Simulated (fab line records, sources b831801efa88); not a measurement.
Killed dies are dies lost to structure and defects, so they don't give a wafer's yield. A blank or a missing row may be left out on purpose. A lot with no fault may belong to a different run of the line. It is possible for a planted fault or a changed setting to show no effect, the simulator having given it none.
Which tool is to blame? / flow sky130 / Sampling: 15 lots, 45 wafers, 2 of 708 route steps

## WHAT EACH GAUGE READ, for each wafer
SKY_VIA2_THK_MEAS_01.
lot=L896; measured=day 35 09:41; on=filmMetro-02; VIA2_HDPCVD_THK (nm)=1179 1186 1175
lot=L897; measured=day 35 13:46; on=filmMetro-03; VIA2_HDPCVD_THK (nm)=1182 1187 1186
lot=L898; measured=day 35 22:43; on=filmMetro-01; VIA2_HDPCVD_THK (nm)=1186 1193 1173
lot=L899; measured=day 36 03:47; on=filmMetro-01; VIA2_HDPCVD_THK (nm)=1179 1165 1200
lot=L900; measured=day 36 16:04; on=filmMetro-01; VIA2_HDPCVD_THK (nm)=1173 1176 1178
lot=L902; measured=day 37 06:17; on=filmMetro-02; VIA2_HDPCVD_THK (nm)=1199 1184 1194
lot=L901; measured=day 37 10:24; on=filmMetro-01; VIA2_HDPCVD_THK (nm)=1191 1186 1190
lot=L903; measured=day 37 19:10; on=filmMetro-02; VIA2_HDPCVD_THK (nm)=1196 1190 1205
lot=L905; measured=day 38 14:19; on=filmMetro-02; VIA2_HDPCVD_THK (nm)=1172 1170 1184
lot=L906; measured=day 38 18:44; on=filmMetro-02; VIA2_HDPCVD_THK (nm)=1179 1168 1169
lot=L914; measured=day 40 20:50; on=filmMetro-03; VIA2_HDPCVD_THK (nm)=1185 1180 1168
lot=L915; measured=day 41 07:01; on=filmMetro-02; VIA2_HDPCVD_THK (nm)=1177 1178 1182
lot=L916; measured=day 41 18:30; on=filmMetro-01; VIA2_HDPCVD_THK (nm)=1177 1186 1194
lot=L917; measured=day 41 21:43; on=filmMetro-01; VIA2_HDPCVD_THK (nm)=1187 1172 1171
lot=L919; measured=day 41 23:56; on=filmMetro-03; VIA2_HDPCVD_THK (nm)=1192 1183 1184

## TOOL THAT RAN EACH LOT (tool first, then ch and the chambers of the sampled wafers, then the start)
lot=L896; SKY_METAL2_ETCH_18=rieMetal-03 ch 0, day 35 08:37
lot=L897; SKY_METAL2_ETCH_18=rieMetal-04 ch 0,1, day 35 12:49
lot=L898; SKY_METAL2_ETCH_18=rieMetal-03 ch 0, day 35 21:23
lot=L899; SKY_METAL2_ETCH_18=rieMetal-03 ch 0, day 36 02:42
lot=L900; SKY_METAL2_ETCH_18=rieMetal-04 ch 0,1, day 36 15:12
lot=L902; SKY_METAL2_ETCH_18=rieMetal-04 ch 0, day 37 05:22
lot=L901; SKY_METAL2_ETCH_18=rieMetal-03 ch 0,1, day 37 09:30
lot=L903; SKY_METAL2_ETCH_18=rieMetal-04 ch 0,1, day 37 18:14
lot=L905; SKY_METAL2_ETCH_18=rieMetal-04 ch 0, day 38 13:24
lot=L906; SKY_METAL2_ETCH_18=rieMetal-03 ch 0,1, day 38 17:49
lot=L914; SKY_METAL2_ETCH_18=rieMetal-04 ch 0,1, day 40 19:31
lot=L915; SKY_METAL2_ETCH_18=rieMetal-03 ch 0,1, day 41 06:07
lot=L916; SKY_METAL2_ETCH_18=rieMetal-02 ch 0,1, day 41 17:35
lot=L917; SKY_METAL2_ETCH_18=rieMetal-03 ch 0,1, day 41 20:46
lot=L919; SKY_METAL2_ETCH_18=rieMetal-03 ch 0, day 41 23:01
- SKY_METAL2_ETCH_18: etches BARC in N2/H2, stops on SiO2, time 45.9 s, target depth 60 nm.

## AS READ BY THE TOOLS THEMSELVES (means over the sampled wafers that have a number; for cases with no such wafer, the mark the record gives instead)
SKY_METAL2_ETCH_18.
lot=L896; tool=rieMetal-03; drypumpMotorCurrentA (A)=6.2; h2FlowSccm (sccm)=200.7; oesProductAu (a.u.)=0.859; throttleValvePct (%)=13.223
lot=L897; tool=rieMetal-04; drypumpMotorCurrentA (A)=6.0; h2FlowSccm (sccm)=200.3; oesProductAu (a.u.)=0.857; throttleValvePct (%)=13.224
lot=L898; tool=rieMetal-03; drypumpMotorCurrentA (A)=6.2; h2FlowSccm (sccm)=199.8; oesProductAu (a.u.)=0.853; throttleValvePct (%)=13.225
lot=L899; tool=rieMetal-03; drypumpMotorCurrentA (A)=6.2; h2FlowSccm (sccm)=199.6; oesProductAu (a.u.)=0.855; throttleValvePct (%)=13.219
lot=L900; tool=rieMetal-04; drypumpMotorCurrentA (A)=5.8; h2FlowSccm (sccm)=199.3; oesProductAu (a.u.)=0.851; throttleValvePct (%)=13.231
lot=L902; tool=rieMetal-04; drypumpMotorCurrentA (A)=5.7; h2FlowSccm (sccm)=200.8; oesProductAu (a.u.)=0.857; throttleValvePct (%)=13.222
lot=L901; tool=rieMetal-03; drypumpMotorCurrentA (A)=5.8; h2FlowSccm (sccm)=200.2; oesProductAu (a.u.)=0.850; throttleValvePct (%)=13.218
lot=L903; tool=rieMetal-04; drypumpMotorCurrentA (A)=6.0; h2FlowSccm (sccm)=199.7; oesProductAu (a.u.)=0.857; throttleValvePct (%)=13.227
lot=L905; tool=rieMetal-04; drypumpMotorCurrentA (A)=5.6; h2FlowSccm (sccm)=200.5; oesProductAu (a.u.)=0.852; throttleValvePct (%)=13.226
lot=L906; tool=rieMetal-03; drypumpMotorCurrentA (A)=5.7; h2FlowSccm (sccm)=199.9; oesProductAu (a.u.)=0.854; throttleValvePct (%)=13.223
lot=L914; tool=rieMetal-04; drypumpMotorCurrentA (A)=5.8; h2FlowSccm (sccm)=200.2; oesProductAu (a.u.)=0.852; throttleValvePct (%)=13.216
lot=L915; tool=rieMetal-03; drypumpMotorCurrentA (A)=5.7; h2FlowSccm (sccm)=199.4; oesProductAu (a.u.)=0.854; throttleValvePct (%)=13.235
lot=L916; tool=rieMetal-02; drypumpMotorCurrentA (A)=5.3; h2FlowSccm (sccm)=200.4; oesProductAu (a.u.)=0.859; throttleValvePct (%)=13.221
lot=L917; tool=rieMetal-03; drypumpMotorCurrentA (A)=5.8; h2FlowSccm (sccm)=200.2; oesProductAu (a.u.)=0.850; throttleValvePct (%)=13.229
lot=L919; tool=rieMetal-03; drypumpMotorCurrentA (A)=6.2; h2FlowSccm (sccm)=200.2; oesProductAu (a.u.)=0.853; throttleValvePct (%)=13.229

## THE ANSWER, worked out from the rows above alone
Rule: usual is defined by the lots themselves. The widest of any qualifying gaps counts: lots, ordered by their means at a reading, are off when they make up no more than a third of the lots, leave a main group of 4 or more, and stand apart from it by 3 or more times the standard deviation of that group's means. A main group is skipped when, at the precision printed for the reading in the tables above, its means are all equal. A lot without any number at a reading at which 4 lots or more have one is off too. Any other lot the step has rows for is counted as sound. The gauges are gone through in route order, then the tools' own readings, and for those a lot's mean is taken as printed above. At the first step where some lot is off, the reading lying furthest off is the one used; lots without a number count as furthest.
None of the lots is off at any reading shown; this tells nothing.

## WHAT THE SIMULATOR HAD INSERTED
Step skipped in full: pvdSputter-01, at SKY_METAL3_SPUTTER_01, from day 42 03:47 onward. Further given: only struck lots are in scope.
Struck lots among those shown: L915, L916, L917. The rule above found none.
